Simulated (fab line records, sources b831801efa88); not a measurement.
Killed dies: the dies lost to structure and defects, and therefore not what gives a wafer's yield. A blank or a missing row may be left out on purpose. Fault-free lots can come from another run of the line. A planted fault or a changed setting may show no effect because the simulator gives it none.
Which of the tools did it? || flow sfq_line || 14 lots with 42 wafers sampled at 4 steps, on a route of 325 steps

## WHAT EACH GAUGE READ, for each wafer
The record lacks any reading of a measuring or inspecting step that a usual standard deviation could be used to judge.

## EACH LOT AND THE TOOL THAT RAN IT (in order: tool; ch and the chambers of the sampled wafers; start)
{"lot": "L582", "SFQ_TRILAYER_C5_BARC_OPEN_VIA_ETCH_210": "rie_diel-04 ch 0,1,2, day 66 14:11", "SFQ_TRILAYER_M6_STRIP_STRIP_163": "rie_metal-01 ch 0, day 71 07:29", "SFQ_TRILAYER_I6_VIA_STRIP_STRIP_173": "rie_metal-01 ch 0,1, day 75 22:55", "SFQ_TRILAYER_M7_DEP_SPUTTER_175": "pvd_sputter-06, day 75 23:32"}
{"lot": "L585", "SFQ_TRILAYER_C5_BARC_OPEN_VIA_ETCH_210": "rie_diel-01 ch 0,3, day 67 12:14", "SFQ_TRILAYER_M6_STRIP_STRIP_163": "rie_metal-02 ch 0,1, day 72 06:08", "SFQ_TRILAYER_I6_VIA_STRIP_STRIP_173": "rie_metal-03 ch 0,1, day 76 22:43", "SFQ_TRILAYER_M7_DEP_SPUTTER_175": "pvd_sputter-03, day 76 23:43"}
{"lot": "L586", "SFQ_TRILAYER_C5_BARC_OPEN_VIA_ETCH_210": "rie_diel-03 ch 0,1,3, day 67 21:50", "SFQ_TRILAYER_M6_STRIP_STRIP_163": "rie_metal-03 ch 0,1, day 72 13:20", "SFQ_TRILAYER_I6_VIA_STRIP_STRIP_173": "rie_metal-04 ch 0,1, day 77 02:19", "SFQ_TRILAYER_M7_DEP_SPUTTER_175": "pvd_sputter-06, day 77 03:08"}
{"lot": "L587", "SFQ_TRILAYER_C5_BARC_OPEN_VIA_ETCH_210": "rie_diel-04 ch 1,2,3, day 68 01:34", "SFQ_TRILAYER_M6_STRIP_STRIP_163": "rie_metal-03 ch 0,1, day 72 16:56", "SFQ_TRILAYER_I6_VIA_STRIP_STRIP_173": "rie_metal-01 ch 0,1, day 77 07:07", "SFQ_TRILAYER_M7_DEP_SPUTTER_175": "pvd_sputter-06, day 77 07:55"}
{"lot": "L588", "SFQ_TRILAYER_C5_BARC_OPEN_VIA_ETCH_210": "rie_diel-01 ch 0,1,2, day 68 08:46", "SFQ_TRILAYER_M6_STRIP_STRIP_163": "rie_metal-01 ch 0,1, day 72 22:56", "SFQ_TRILAYER_I6_VIA_STRIP_STRIP_173": "rie_metal-01 ch 0,1, day 77 13:07", "SFQ_TRILAYER_M7_DEP_SPUTTER_175": "pvd_sputter-06, day 77 13:55"}
{"lot": "L589", "SFQ_TRILAYER_C5_BARC_OPEN_VIA_ETCH_210": "rie_diel-03 ch 0,1,3, day 68 12:35", "SFQ_TRILAYER_M6_STRIP_STRIP_163": "rie_metal-03 ch 0,1, day 73 03:56", "SFQ_TRILAYER_I6_VIA_STRIP_STRIP_173": "rie_metal-01 ch 0,1, day 77 19:19", "SFQ_TRILAYER_M7_DEP_SPUTTER_175": "pvd_sputter-03, day 77 19:55"}
{"lot": "L590", "SFQ_TRILAYER_C5_BARC_OPEN_VIA_ETCH_210": "rie_diel-01 ch 1,2, day 69 11:22", "SFQ_TRILAYER_M6_STRIP_STRIP_163": "rie_metal-02 ch 0,1, day 74 04:04", "SFQ_TRILAYER_I6_VIA_STRIP_STRIP_173": "rie_metal-01 ch 0,1, day 78 20:47", "SFQ_TRILAYER_M7_DEP_SPUTTER_175": "pvd_sputter-03, day 78 21:23"}
{"lot": "L591", "SFQ_TRILAYER_C5_BARC_OPEN_VIA_ETCH_210": "rie_diel-03 ch 1,2, day 69 18:34", "SFQ_TRILAYER_M6_STRIP_STRIP_163": "rie_metal-03 ch 0,1, day 74 09:52", "SFQ_TRILAYER_I6_VIA_STRIP_STRIP_173": "rie_metal-01 ch 0,1, day 79 00:11", "SFQ_TRILAYER_M7_DEP_SPUTTER_175": "pvd_sputter-03, day 79 03:26"}
{"lot": "L595", "SFQ_TRILAYER_C5_BARC_OPEN_VIA_ETCH_210": "rie_diel-01 ch 1,3, day 71 03:07", "SFQ_TRILAYER_M6_STRIP_STRIP_163": "rie_metal-03 ch 0,1, day 75 14:24", "SFQ_TRILAYER_I6_VIA_STRIP_STRIP_173": "rie_metal-04 ch 0,1, day 80 03:47", "SFQ_TRILAYER_M7_DEP_SPUTTER_175": "pvd_sputter-04, day 80 04:35"}
{"lot": "L597", "SFQ_TRILAYER_C5_BARC_OPEN_VIA_ETCH_210": "rie_diel-01 ch 0,1,2, day 72 01:09", "SFQ_TRILAYER_M6_STRIP_STRIP_163": "rie_metal-03 ch 0,1, day 76 14:32", "SFQ_TRILAYER_I6_VIA_STRIP_STRIP_173": "rie_metal-01 ch 0,1, day 81 00:31", "SFQ_TRILAYER_M7_DEP_SPUTTER_175": "pvd_sputter-03, day 81 01:07"}
{"lot": "L599", "SFQ_TRILAYER_C5_BARC_OPEN_VIA_ETCH_210": "rie_diel-03 ch 2,3, day 73 04:45", "SFQ_TRILAYER_M6_STRIP_STRIP_163": "rie_metal-02 ch 0,1, day 77 15:44", "SFQ_TRILAYER_I6_VIA_STRIP_STRIP_173": "rie_metal-03 ch 0,1, day 81 22:07", "SFQ_TRILAYER_M7_DEP_SPUTTER_175": "pvd_sputter-06, day 81 22:44"}
{"lot": "L600", "SFQ_TRILAYER_C5_BARC_OPEN_VIA_ETCH_210": "rie_diel-03 ch 0,1,2, day 73 10:45", "SFQ_TRILAYER_M6_STRIP_STRIP_163": "rie_metal-01 ch 0,1, day 77 22:44", "SFQ_TRILAYER_I6_VIA_STRIP_STRIP_173": "rie_metal-03 ch 1, day 82 11:55", "SFQ_TRILAYER_M7_DEP_SPUTTER_175": "pvd_sputter-06, day 82 12:43"}
{"lot": "L604", "SFQ_TRILAYER_C5_BARC_OPEN_VIA_ETCH_210": "rie_diel-04 ch 0,2,3, day 74 14:29", "SFQ_TRILAYER_M6_STRIP_STRIP_163": "rie_metal-02 ch 0,1, day 79 01:25", "SFQ_TRILAYER_I6_VIA_STRIP_STRIP_173": "rie_metal-04 ch 0,1, day 83 17:55", "SFQ_TRILAYER_M7_DEP_SPUTTER_175": "pvd_sputter-03, day 83 18:43"}
{"lot": "L605", "SFQ_TRILAYER_C5_BARC_OPEN_VIA_ETCH_210": "rie_diel-04 ch 0,2, day 74 19:17", "SFQ_TRILAYER_M6_STRIP_STRIP_163": "rie_metal-03 ch 0,1, day 79 08:37", "SFQ_TRILAYER_I6_VIA_STRIP_STRIP_173": "rie_metal-04 ch 0, day 84 01:07", "SFQ_TRILAYER_M7_DEP_SPUTTER_175": "pvd_sputter-06, day 84 01:55"}
- SFQ_TRILAYER_C5_BARC_OPEN_VIA_ETCH_210: etches BARC in O2, target depth 125 nm, time 41.7 s.
- SFQ_TRILAYER_M6_STRIP_STRIP_163: strips in O2.
- SFQ_TRILAYER_I6_VIA_STRIP_STRIP_173: strips in O2.
- SFQ_TRILAYER_M7_DEP_SPUTTER_175: material Nb, target thk 200 nm, time 133.3 s.

## AS READ BY THE TOOLS THEMSELVES (means over the sampled wafers that have a number; for cases with no such wafer, the mark the record gives instead)
SFQ_TRILAYER_C5_BARC_OPEN_VIA_ETCH_210. Usual: drypump_motor_current_A 5.7 A, standard deviation 0.39; oes_product_au 0.685 a.u., standard deviation 0.0049.
{"lot": "L582", "tool": "rie_diel-04", "drypump_motor_current_A (A)": 5.3, "oes_product_au (a.u.)": 0.681, "flag": ""}
{"lot": "L585", "tool": "rie_diel-01", "drypump_motor_current_A (A)": 5.6, "oes_product_au (a.u.)": 0.689, "flag": ""}
{"lot": "L586", "tool": "rie_diel-03", "drypump_motor_current_A (A)": 5.6, "oes_product_au (a.u.)": 0.681, "flag": ""}
{"lot": "L587", "tool": "rie_diel-04", "drypump_motor_current_A (A)": 5.6, "oes_product_au (a.u.)": 0.678, "flag": ""}
{"lot": "L588", "tool": "rie_diel-01", "drypump_motor_current_A (A)": 5.8, "oes_product_au (a.u.)": 0.686, "flag": ""}
{"lot": "L589", "tool": "rie_diel-03", "drypump_motor_current_A (A)": 5.7, "oes_product_au (a.u.)": 0.679, "flag": ""}
{"lot": "L590", "tool": "rie_diel-01", "drypump_motor_current_A (A)": 6.1, "oes_product_au (a.u.)": 0.683, "flag": ""}
{"lot": "L591", "tool": "rie_diel-03", "drypump_motor_current_A (A)": 5.8, "oes_product_au (a.u.)": 0.684, "flag": ""}
{"lot": "L595", "tool": "rie_diel-01", "drypump_motor_current_A (A)": 5.8, "oes_product_au (a.u.)": 0.683, "flag": ""}
{"lot": "L597", "tool": "rie_diel-01", "drypump_motor_current_A (A)": 5.8, "oes_product_au (a.u.)": 0.682, "flag": ""}
{"lot": "L599", "tool": "rie_diel-03", "drypump_motor_current_A (A)": 5.9, "oes_product_au (a.u.)": 0.692, "flag": ""}
{"lot": "L600", "tool": "rie_diel-03", "drypump_motor_current_A (A)": 5.6, "oes_product_au (a.u.)": 0.687, "flag": ""}
{"lot": "L604", "tool": "rie_diel-04", "drypump_motor_current_A (A)": 5.2, "oes_product_au (a.u.)": 0.680, "flag": ""}
{"lot": "L605", "tool": "rie_diel-04", "drypump_motor_current_A (A)": 5.0, "oes_product_au (a.u.)": 0.686, "flag": ""}

SFQ_TRILAYER_M6_STRIP_STRIP_163. Usual: drypump_motor_current_A 6.06 A, standard deviation 0.3; oes_product_au 1.000 a.u., standard deviation 0.0071; platen_temp_c 39.98 C, standard deviation 0.1.
{"lot": "L582", "tool": "rie_metal-01", "drypump_motor_current_A (A)": 6.44, "oes_product_au (a.u.)": 0.999, "platen_temp_c (C)": 39.87, "flag": ""}
{"lot": "L585", "tool": "rie_metal-02", "drypump_motor_current_A (A)": 6.00, "oes_product_au (a.u.)": 0.993, "platen_temp_c (C)": 39.95, "flag": ""}
{"lot": "L586", "tool": "rie_metal-03", "drypump_motor_current_A (A)": 6.07, "oes_product_au (a.u.)": 0.997, "platen_temp_c (C)": 39.99, "flag": ""}
{"lot": "L587", "tool": "rie_metal-03", "drypump_motor_current_A (A)": 6.05, "oes_product_au (a.u.)": 0.998, "platen_temp_c (C)": 39.93, "flag": ""}
{"lot": "L588", "tool": "rie_metal-01", "drypump_motor_current_A (A)": 6.30, "oes_product_au (a.u.)": 0.994, "platen_temp_c (C)": 40.06, "flag": ""}
{"lot": "L589", "tool": "rie_metal-03", "drypump_motor_current_A (A)": 6.04, "oes_product_au (a.u.)": 0.999, "platen_temp_c (C)": 40.06, "flag": ""}
{"lot": "L590", "tool": "rie_metal-02", "drypump_motor_current_A (A)": 6.04, "oes_product_au (a.u.)": 0.993, "platen_temp_c (C)": 39.88, "flag": ""}
{"lot": "L591", "tool": "rie_metal-03", "drypump_motor_current_A (A)": 6.02, "oes_product_au (a.u.)": 1.003, "platen_temp_c (C)": 39.93, "flag": ""}
{"lot": "L595", "tool": "rie_metal-03", "drypump_motor_current_A (A)": 6.04, "oes_product_au (a.u.)": 1.004, "platen_temp_c (C)": 40.10, "flag": ""}
{"lot": "L597", "tool": "rie_metal-03", "drypump_motor_current_A (A)": 6.04, "oes_product_au (a.u.)": 1.003, "platen_temp_c (C)": 39.87, "flag": ""}
{"lot": "L599", "tool": "rie_metal-02", "drypump_motor_current_A (A)": 6.02, "oes_product_au (a.u.)": 0.996, "platen_temp_c (C)": 39.96, "flag": ""}
{"lot": "L600", "tool": "rie_metal-01", "drypump_motor_current_A (A)": 6.09, "oes_product_au (a.u.)": 0.998, "platen_temp_c (C)": 40.04, "flag": ""}
{"lot": "L604", "tool": "rie_metal-02", "drypump_motor_current_A (A)": 6.02, "oes_product_au (a.u.)": 0.996, "platen_temp_c (C)": 40.04, "flag": ""}
{"lot": "L605", "tool": "rie_metal-03", "drypump_motor_current_A (A)": 6.07, "oes_product_au (a.u.)": 0.994, "platen_temp_c (C)": 39.87, "flag": ""}

SFQ_TRILAYER_I6_VIA_STRIP_STRIP_173. Usual: drypump_motor_current_A 5.9 A, standard deviation 0.4; oes_product_au 1.002 a.u., standard deviation 0.0071; platen_temp_c 40.00 C, standard deviation 0.1.
{"lot": "L582", "tool": "rie_metal-01", "drypump_motor_current_A (A)": 6.1, "oes_product_au (a.u.)": 1.002, "platen_temp_c (C)": 40.06, "flag": ""}
{"lot": "L585", "tool": "rie_metal-03", "drypump_motor_current_A (A)": 6.1, "oes_product_au (a.u.)": 1.007, "platen_temp_c (C)": 40.00, "flag": ""}
{"lot": "L586", "tool": "rie_metal-04", "drypump_motor_current_A (A)": 5.3, "oes_product_au (a.u.)": 1.007, "platen_temp_c (C)": 39.98, "flag": ""}
{"lot": "L587", "tool": "rie_metal-01", "drypump_motor_current_A (A)": 6.1, "oes_product_au (a.u.)": 1.003, "platen_temp_c (C)": 39.95, "flag": ""}
{"lot": "L588", "tool": "rie_metal-01", "drypump_motor_current_A (A)": 6.0, "oes_product_au (a.u.)": 1.008, "platen_temp_c (C)": 40.00, "flag": ""}
{"lot": "L589", "tool": "rie_metal-01", "drypump_motor_current_A (A)": 6.1, "oes_product_au (a.u.)": 1.003, "platen_temp_c (C)": 39.99, "flag": ""}
{"lot": "L590", "tool": "rie_metal-01", "drypump_motor_current_A (A)": 6.1, "oes_product_au (a.u.)": 1.004, "platen_temp_c (C)": 39.97, "flag": ""}
{"lot": "L591", "tool": "rie_metal-01", "drypump_motor_current_A (A)": 6.2, "oes_product_au (a.u.)": 0.996, "platen_temp_c (C)": 40.08, "flag": ""}
{"lot": "L595", "tool": "rie_metal-04", "drypump_motor_current_A (A)": 5.6, "oes_product_au (a.u.)": 1.008, "platen_temp_c (C)": 39.87, "flag": ""}
{"lot": "L597", "tool": "rie_metal-01", "drypump_motor_current_A (A)": 6.2, "oes_product_au (a.u.)": 0.995, "platen_temp_c (C)": 39.99, "flag": ""}
{"lot": "L599", "tool": "rie_metal-03", "drypump_motor_current_A (A)": 6.0, "oes_product_au (a.u.)": 1.000, "platen_temp_c (C)": 40.02, "flag": ""}
{"lot": "L600", "tool": "rie_metal-03", "drypump_motor_current_A (A)": 6.0, "oes_product_au (a.u.)": 1.004, "platen_temp_c (C)": 40.00, "flag": ""}
{"lot": "L604", "tool": "rie_metal-04", "drypump_motor_current_A (A)": 5.6, "oes_product_au (a.u.)": 1.005, "platen_temp_c (C)": 40.04, "flag": ""}
{"lot": "L605", "tool": "rie_metal-04", "drypump_motor_current_A (A)": 5.1, "oes_product_au (a.u.)": 1.003, "platen_temp_c (C)": 39.91, "flag": ""}

SFQ_TRILAYER_M7_DEP_SPUTTER_175. Usual: 30.0 % for throttle_valve_pct, sd 1.1.
{"lot": "L582", "tool": "pvd_sputter-06", "throttle_valve_pct (%)": 29.6, "flag": ""}
{"lot": "L585", "tool": "pvd_sputter-03", "throttle_valve_pct (%)": 30.7, "flag": ""}
{"lot": "L586", "tool": "pvd_sputter-06", "throttle_valve_pct (%)": 29.4, "flag": ""}
{"lot": "L587", "tool": "pvd_sputter-06", "throttle_valve_pct (%)": 29.5, "flag": ""}
{"lot": "L588", "tool": "pvd_sputter-06", "throttle_valve_pct (%)": 30.2, "flag": ""}
{"lot": "L589", "tool": "pvd_sputter-03", "throttle_valve_pct (%)": 30.1, "flag": ""}
{"lot": "L590", "tool": "pvd_sputter-03", "throttle_valve_pct (%)": 30.1, "flag": ""}
{"lot": "L591", "tool": "pvd_sputter-03", "throttle_valve_pct (%)": 29.6, "flag": ""}
{"lot": "L595", "tool": "pvd_sputter-04", "throttle_valve_pct (%)": 30.7, "flag": ""}
{"lot": "L597", "tool": "pvd_sputter-03", "throttle_valve_pct (%)": 31.2, "flag": ""}
{"lot": "L599", "tool": "pvd_sputter-06", "throttle_valve_pct (%)": 29.9, "flag": ""}
{"lot": "L600", "tool": "pvd_sputter-06", "throttle_valve_pct (%)": 29.6, "flag": ""}
{"lot": "L604", "tool": "pvd_sputter-03", "throttle_valve_pct (%)": 30.1, "flag": ""}
{"lot": "L605", "tool": "pvd_sputter-06", "throttle_valve_pct (%)": 29.4, "flag": ""}

## THE ANSWER, worked out from the rows above alone
Rule: a lot counts as off when the mean over its wafers that have a number is more than 3 standard deviations away from the usual mean. A lot without any number at a reading at which 4 lots or more have one is off too. Where the step has rows for the other lots, those lots are counted as sound. First the gauges in route order, then the tools' own readings, where a lot's mean is used as printed above. At the first step where some lot is off, the reading lying furthest off is the one used; lots without a number count as furthest.
None of the lots is off at any reading shown; this tells nothing.

## WHAT THE SIMULATOR HAD INSERTED
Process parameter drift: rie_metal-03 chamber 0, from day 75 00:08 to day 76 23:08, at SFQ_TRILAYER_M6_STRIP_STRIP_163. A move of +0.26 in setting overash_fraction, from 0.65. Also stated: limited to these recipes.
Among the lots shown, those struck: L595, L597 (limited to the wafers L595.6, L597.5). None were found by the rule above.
